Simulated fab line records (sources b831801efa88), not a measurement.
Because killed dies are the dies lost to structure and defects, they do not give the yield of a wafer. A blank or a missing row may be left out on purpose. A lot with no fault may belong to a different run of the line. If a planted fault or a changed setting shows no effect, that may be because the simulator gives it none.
fab line records + flow sky130
[record]
- lots = 6
- wafers = 18
- lastDay = 49
route steps=708 shown PWDE@55 NWELL@56 PAD_OPEN@708
lots that met no fault: from a run of the same line without faults
startH: hours from the record's first day to the start of the lot's first wafer shown + waitH: hours from the lot's prior step to this one + " repeats the value in the row above + L1.1+2: one row covering several wafers at once + - no value, or no start was given + * or withheld: withheld + < > ~ a bound
route shown NAME@n: a module of which the file shows steps, and the number in the route of the first + usual: mean/standard deviation taken from wafers without a fault + same: alike in all rows + chamber/n: place in a boat + sites: per-site readings + _std_site: the values' standard deviation + _edge_site: outer sites' mean less inner sites' + radiusMm: how far each site lies from the wafer's centre + mask NAME#n: copy n + behind: the most recent tool/chamber to have shaped the wafer + hold: reason for holding the lot/hours on hold/outcome of the hold + device: the transistor (n, p or np) that didn't switch + end of line: tests of these same wafers at the route's end + for a step that has no rows: nothing shown but its recipe + killed: dies lost to structure and defects at the first sort, not the wafer's yield + map: per-die view of a wafer (x killed, . not killed, _ where there is no die)
set.NAME: setting as actually run; set.NAME@STEP: the setting as run at that earlier step + model.NAME: the simulator's own value behind a step, which no gauge read
a table for each step, a row for each wafer; lots at some steps of the route
services: from which hour (startH, from the record's first day; less than 0 if before it) a tool's chamber was out of use, for how many hours, and why
[[steps]]
[step SKY_PWDE_TW_MEAS_10]
[usual]
- PWDE_TW = 370/3.5
| lot.wafer | tool         | chamber | startH | waitH | PWDE_TW |
|-----------|--------------|---------|--------|-------|---------|
| L489.2    | filmMetro-04 | -       | 86.79  | 0.1   | 374     |
| L489.3    | "            | -       | "      | "     | 374     |
| L489.6    | "            | -       | "      | "     | 373     |
| L492.3    | filmMetro-04 | -       | 96.16  | 0.1   | 372     |
| L492.4    | "            | -       | "      | "     | 376     |
| L492.5    | "            | -       | "      | "     | 375     |
| L494.2    | filmMetro-01 | -       | 108.30 | 0.1   | 364     |
| L494.5    | "            | -       | "      | "     | 364     |
| L494.6    | "            | -       | "      | "     | 364     |
| L502.3    | filmMetro-04 | -       | 155.26 | 0.1   | 370     |
| L502.4    | "            | -       | "      | "     | 370     |
| L502.6    | "            | -       | "      | "     | 370     |
| L503.2    | filmMetro-03 | -       | 162.85 | 0.1   | 369     |
| L503.3    | "            | -       | "      | "     | 372     |
| L503.6    | "            | -       | "      | "     | 370     |
| L507.2    | filmMetro-03 | -       | 180.92 | 0.1   | 371     |
| L507.4    | "            | -       | "      | "     | 371     |
| L507.5    | "            | -       | "      | "     | 369     |
[step SKY_NWELL_DEHYDRATE_03]
[recipe]
- tempC = 200
- timeS = 60
[step SKY_NWELL_HMDS_04]
[recipe]
- primeTimeS = 60
- primeTempC = 120
[step SKY_NWELL_COAT_05]
[recipe]
- spinRpm = 2000
- resistThkNm = 3000
[step SKY_NWELL_SOFTBAKE_06]
[recipe]
- tempC = 110
- timeS = withheld
[step SKY_NWELL_EXPOSE_07]
[recipe]
- maskId = NWM
- na = 0.6
- sourceShape = conventional
- sigmaOuter = 0.6
- polarization = unpolarized
- targetCdNm = 840
- doseMj = 255
[step SKY_NWELL_PEB_08]
[recipe]
- tempC = 115
- timeS = withheld
[step SKY_NWELL_DEVELOP_09]
[recipe]
- wallAngleDeg = 90
- developer = TMAH
- developTimeS = 60
- devTempC = 23
[step SKY_NWELL_OVL_MEAS_10]
[usual]
- NWELL_00_OVL = -0.9/1.7
| lot.wafer | tool       | chamber | startH | waitH | NWELL_00_OVL[nm] |
|-----------|------------|---------|--------|-------|------------------|
| L489.2    | overlay-02 | -       | 104.16 | -     | -1.7             |
| L489.3    | "          | -       | "      | "     | -0.7             |
| L489.6    | "          | -       | "      | "     | -2.0             |
| L492.3    | overlay-01 | -       | 113.71 | -     | -0.4             |
| L492.4    | "          | -       | "      | "     | 0.2              |
| L492.5    | "          | -       | "      | "     | -2.9             |
| L494.2    | overlay-02 | -       | 126.27 | -     | -0.1             |
| L494.5    | "          | -       | "      | "     | 2.7              |
| L494.6    | "          | -       | "      | "     | 1.2              |
| L502.3    | overlay-01 | -       | 175.06 | -     | -0.2             |
| L502.4    | "          | -       | "      | "     | 1.3              |
| L502.6    | "          | -       | "      | "     | 0.3              |
| L503.2    | overlay-02 | -       | 182.81 | -     | 0.3              |
| L503.3    | "          | -       | "      | "     | 0.9              |
| L503.6    | "          | -       | "      | "     | -0.3             |
| L507.2    | overlay-02 | -       | 201.47 | -     | -0.7             |
| L507.4    | "          | -       | "      | "     | -0.9             |
| L507.5    | "          | -       | "      | "     | -2.1             |
[step SKY_NWELL_IMPLANT_11]
[recipe]
- species = P
- energyKev = 400
- doseCm2 = 1.9e+13
- tiltDeg = withheld
[step SKY_NWELL_IMPLANT_12]
[recipe]
- species = P
- energyKev = 120
- doseCm2 = 1.3e+12
- tiltDeg = withheld
[step SKY_NWELL_IMPLANT_13]
[recipe]
- species = P
- energyKev = 50
- doseCm2 = 7e+11
- tiltDeg = withheld
[step SKY_NWELL_STRIP_14]
[recipe]
- chemistry = O2/N2
- powerW = 1400
- pressureMtorr = 1500
- platenTempC = withheld
- o2FlowSccm = 3000
- n2FlowSccm = 300
- overashFraction = 0.5
[usual]
- chamberPressureMTorr = 1500.0/1.4
- drypumpMotorCurrentA = 5.7/0.64
- oesProductAu = 0.722/0.0048
- stripTimeToEndpointS = 36.90/0.11
| lot.wafer | tool           | chamber | startH | waitH | chamberPressureMTorr | drypumpMotorCurrentA | oesProductAu | rfHoursCounterH | stripTimeToEndpointS |
|-----------|----------------|---------|--------|-------|----------------------|----------------------|--------------|-----------------|----------------------|
| L489.2    | plasmaAsher-04 | 1       | 104.64 | 0.1   | 1499.5               | 6.4                  | 0.724        | 42              | 37.03                |
| L489.3    | "              | 0       | "      | "     | 1497.4               | 5.2                  | 0.728        | -               | 37.09                |
| L489.6    | "              | 1       | "      | "     | 1499.6               | 6.4                  | 0.727        | -               | 37.06                |
| L492.3    | plasmaAsher-04 | 0       | 114.22 | 0.1   | 1200.6               | 5.2                  | 0.691        | -               | 39.61                |
| L492.4    | "              | 1       | "      | "     | 1497.7               | 6.5                  | 0.724        | -               | 36.63                |
| L492.5    | "              | 1       | "      | "     | 1499.1               | 6.5                  | 0.721        | -               | 36.72                |
| L494.2    | plasmaAsher-04 | 0       | 126.75 | 0.1   | 1199.9               | 5.2                  | 0.683        | 44              | 39.82                |
| L494.5    | "              | 0       | "      | "     | 1199.6               | 5.2                  | 0.687        | -               | 39.87                |
| L494.6    | "              | 1       | "      | "     | 1497.5               | 6.5                  | 0.720        | -               | 36.95                |
| L502.3    | plasmaAsher-02 | 1       | 175.57 | 0.1   | 1498.0               | 5.4                  | 0.727        | -               | 36.95                |
| L502.4    | "              | 0       | "      | "     | 1501.1               | 6.7                  | 0.719        | -               | 37.02                |
| L502.6    | "              | 1       | "      | "     | 1503.2               | 5.3                  | 0.715        | -               | 36.93                |
| L503.2    | plasmaAsher-02 | 1       | 183.29 | 0.1   | 1500.0               | 5.4                  | 0.720        | 38              | 36.81                |
| L503.3    | "              | 0       | "      | "     | 1501.4               | 6.7                  | 0.723        | -               | 36.77                |
| L503.6    | "              | 0       | "      | "     | 1499.1               | 6.8                  | 0.719        | -               | 36.76                |
| L507.2    | plasmaAsher-02 | 0       | 201.95 | 0.1   | 1499.3               | 6.7                  | 0.724        | 40              | 36.82                |
| L507.4    | "              | 1       | "      | "     | 1501.0               | 5.3                  | 0.712        | -               | 36.91                |
| L507.5    | "              | 0       | "      | "     | 1499.9               | 6.7                  | 0.726        | -               | 36.88                |
[step SKY_NWELL_TW_MEAS_15]
[usual]
- NWELL_TW = 1798/17
| lot.wafer | tool         | chamber | startH | waitH | NWELL_TW |
|-----------|--------------|---------|--------|-------|----------|
| L489.2    | filmMetro-03 | -       | 104.75 | 0.1   | 1812     |
| L489.3    | "            | -       | "      | "     | 1795     |
| L489.6    | "            | -       | "      | "     | 1810     |
| L492.3    | filmMetro-04 | -       | 114.31 | 0.1   | 1814     |
| L492.4    | "            | -       | "      | "     | 1808     |
| L492.5    | "            | -       | "      | "     | 1815     |
| L494.2    | filmMetro-01 | -       | 126.86 | 0.1   | 1790     |
| L494.5    | "            | -       | "      | "     | 1775     |
| L494.6    | "            | -       | "      | "     | 1790     |
| L502.3    | filmMetro-03 | -       | 175.66 | 0.1   | 1799     |
| L502.4    | "            | -       | "      | "     | 1799     |
| L502.6    | "            | -       | "      | "     | 1801     |
| L503.2    | filmMetro-01 | -       | 183.40 | 0.1   | 1781     |
| L503.3    | "            | -       | "      | "     | 1769     |
| L503.6    | "            | -       | "      | "     | 1772     |
| L507.2    | filmMetro-03 | -       | 202.06 | 0.1   | 1806     |
| L507.4    | "            | -       | "      | "     | 1803     |
| L507.5    | "            | -       | "      | "     | 1795     |
[step SKY_PAD_OPEN_PROBE_99]
[usual]
- killed_at_M0_to_M3 = 42/7.3
- killed_at_M4_up = 3.4/2
- killedAtContacts = 24/5.8
- killedAtFrontEnd = 15/4.6
- killedAtOther = 0.3/0.62
- killedDies = 84/9.8
- killedOpen = 47/6.9
- killedShort = 38/6.3
[same]
- grossDies = 492
- killedAtBackSide = 0
| lot.wafer | tool      | chamber | startH  | waitH | killed_at_M0_to_M3 | killed_at_M4_up | killedAtContacts | killedAtFrontEnd | killedAtOther | killedDies | killedOpen | killedShort |
|-----------|-----------|---------|---------|-------|--------------------|-----------------|------------------|------------------|---------------|------------|------------|-------------|
| L489.2    | prober-02 | -       | 1098.96 | 0.1   | 59                 | 4               | 17               | 8                | 0             | 88         | 48         | 40          |
| L489.3    | prober-02 | -       | 1099.01 | 0.2   | 41                 | 6               | 22               | 9                | 0             | 78         | 43         | 35          |
| L489.6    | prober-02 | -       | 1099.16 | 0.2   | 33                 | 2               | 17               | 15               | 0             | 67         | 39         | 28          |
| L494.2    | prober-02 | -       | 1168.25 | 0.1   | 42                 | 2               | 13               | 22               | 0             | 79         | 52         | 27          |
| L494.5    | prober-02 | -       | 1168.40 | 0.2   | 46                 | 2               | 17               | 23               | 0             | 88         | 48         | 40          |
| L494.6    | prober-02 | -       | 1168.45 | 0.2   | 24                 | 2               | 29               | 16               | 1             | 72         | 37         | 35          |
| L502.4    | prober-02 | -       | 1176.06 | 0.2   | 52                 | 2               | 28               | 12               | 0             | 94         | 49         | 45          |
| L502.6    | prober-02 | -       | 1176.16 | 0.2   | 41                 | 4               | 23               | 20               | 0             | 88         | 46         | 42          |
| L507.2    | prober-01 | -       | 1181.87 | 0.1   | 56                 | 4               | 19               | 9                | 0             | 88         | 55         | 33          |
| L507.4    | prober-01 | -       | 1181.97 | 0.2   | 39                 | 2               | 34               | 13               | 0             | 88         | 53         | 35          |
| L507.5    | prober-01 | -       | 1182.02 | 0.2   | 45                 | 1               | 21               | 16               | 3             | 86         | 52         | 34          |
// killed by level:class
L489.2 VIA1:geometricParticle:open=17 METAL2:geometricParticle:short=8 VIA2:geometricParticle:open=7 CONTACT:geometricParticle:open=6 VIA1:geometricParticle:short=6 VIA3:geometricParticle:open=6 FIELD_ISO:geometricParticle:open=5 LI_CONTACT:geometricParticle:open=5
L489.3 CONTACT:geometricParticle:open=10 VIA1:geometricParticle:open=9 VIA2:geometricParticle:open=8 METAL2:geometricParticle:short=7 LI_CONTACT:geometricParticle:open=4 LOCAL_INTERCONNECT:geometricParticle:short=4 METAL4:geometricParticle:short=4 VIA2:geometricParticle:short=4
L489.6 VIA1:geometricParticle:open=10 FIELD_ISO:geometricParticle:short=5 CONTACT:geometricParticle:short=5 VIA2:geometricParticle:open=5 FIELD_ISO:geometricParticle:open=4 POLY_GATE:geometricParticle:open=4 LI_CONTACT:geometricParticle:open=4 METAL2:geometricParticle:short=4
L494.2 VIA1:geometricParticle:open=19 VIA3:geometricParticle:open=7 FIELD_ISO:geometricParticle:short=5 SPACER:geometricParticle:open=5 CONTACT:geometricParticle:open=5 FIELD_ISO:geometricParticle:open=4 POLY_GATE:geometricParticle:open=4 METAL1:geometricParticle:short=4
L494.5 VIA1:geometricParticle:open=14 CONTACT:geometricParticle:open=7 FIELD_ISO:geometricParticle:open=6 VIA3:geometricParticle:open=6 VIA1:geometricParticle:short=6 METAL2:geometricParticle:short=5 VIA2:geometricParticle:short=5 POLY_GATE:geometricParticle:short=4
L494.6 CONTACT:geometricParticle:open=10 LI_CONTACT:geometricParticle:open=8 LOCAL_INTERCONNECT:geometricParticle:short=6 FIELD_ISO:geometricParticle:short=4 VIA1:geometricParticle:open=4 METAL1:geometricParticle:short=4 VIA1:geometricParticle:short=4 FIELD_ISO:geometricParticle:open=3
L502.4 VIA1:geometricParticle:open=14 CONTACT:geometricParticle:open=8 METAL2:geometricParticle:short=8 VIA1:geometricParticle:short=8 LI_CONTACT:geometricParticle:open=7 VIA2:geometricParticle:open=7 CONTACT:geometricParticle:short=6 LOCAL_INTERCONNECT:geometricParticle:short=5
L502.6 CONTACT:geometricParticle:open=9 VIA1:geometricParticle:open=9 VIA3:geometricParticle:open=9 VIA2:geometricParticle:open=7 POLY_GATE:geometricParticle:short=6 LI_CONTACT:geometricParticle:open=6 METAL1:geometricParticle:short=5 FIELD_ISO:geometricParticle:short=4
L507.2 VIA1:geometricParticle:open=13 VIA2:geometricParticle:open=11 METAL2:geometricParticle:short=9 CONTACT:geometricParticle:open=9 VIA3:geometricParticle:open=7 LI_CONTACT:geometricParticle:open=5 FIELD_ISO:geometricParticle:short=3 VIA2:geometricParticle:short=3
L507.4 CONTACT:geometricParticle:open=17 LI_CONTACT:geometricParticle:open=7 VIA1:geometricParticle:open=6 VIA3:geometricParticle:open=6 METAL1:geometricParticle:short=5 LI_CONTACT:geometricParticle:short=5 CONTACT:geometricParticle:short=5 VIA2:geometricParticle:open=5
L507.5 VIA1:geometricParticle:open=11 CONTACT:geometricParticle:open=7 VIA3:geometricParticle:open=7 LI_CONTACT:geometricParticle:open=6 VIA2:geometricParticle:open=6 VIA1:geometricParticle:short=5 METAL1:geometricParticle:short=5 VIA2:geometricParticle:short=4
[[services]]
| tool           | chamber | startH | hours | kind   |
|----------------|---------|--------|-------|--------|
| plasmaAsher-02 | -       | 92.78  | 3.9   | repair |
[[key]]
[firstSign]
- step = SKY_NWELL_STRIP_14
- reading = chamberPressureMTorr
- direction = down
- sigmas = 99+
- usual = 1500.0
- struck = 1200.0
[effect]
- step = SKY_NWELL_STRIP_14
- reading = stripTimeToEndpointS
- direction = up
- sigmas = 27
- usual = *
- struck = *
metAt SKY_NWELL_STRIP_14
struckWafers L492.3,L494.2,L494.5
testerLeftOut L492,L494
onsetBetween 104.64 114.22
[fault]
- kind = processParameterDrift
- tool = plasmaAsher-04
- chamber = 0
- onsetH = 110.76
- steps = SKY_NWELL_STRIP_14
- channel = pressureMtorr
- offset = -300
- shape = step
- endH = 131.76
- actsIn = theseRecipesOnly
- stated = 1500
// testerLeftOut: of these lots the tester's yield and bins aren't shown, on N5 and GAA mostly nor the transistor test; their killed dies are dies lost to structure and defects alone, not to doping, threshold or leakage, so they don't give the yield
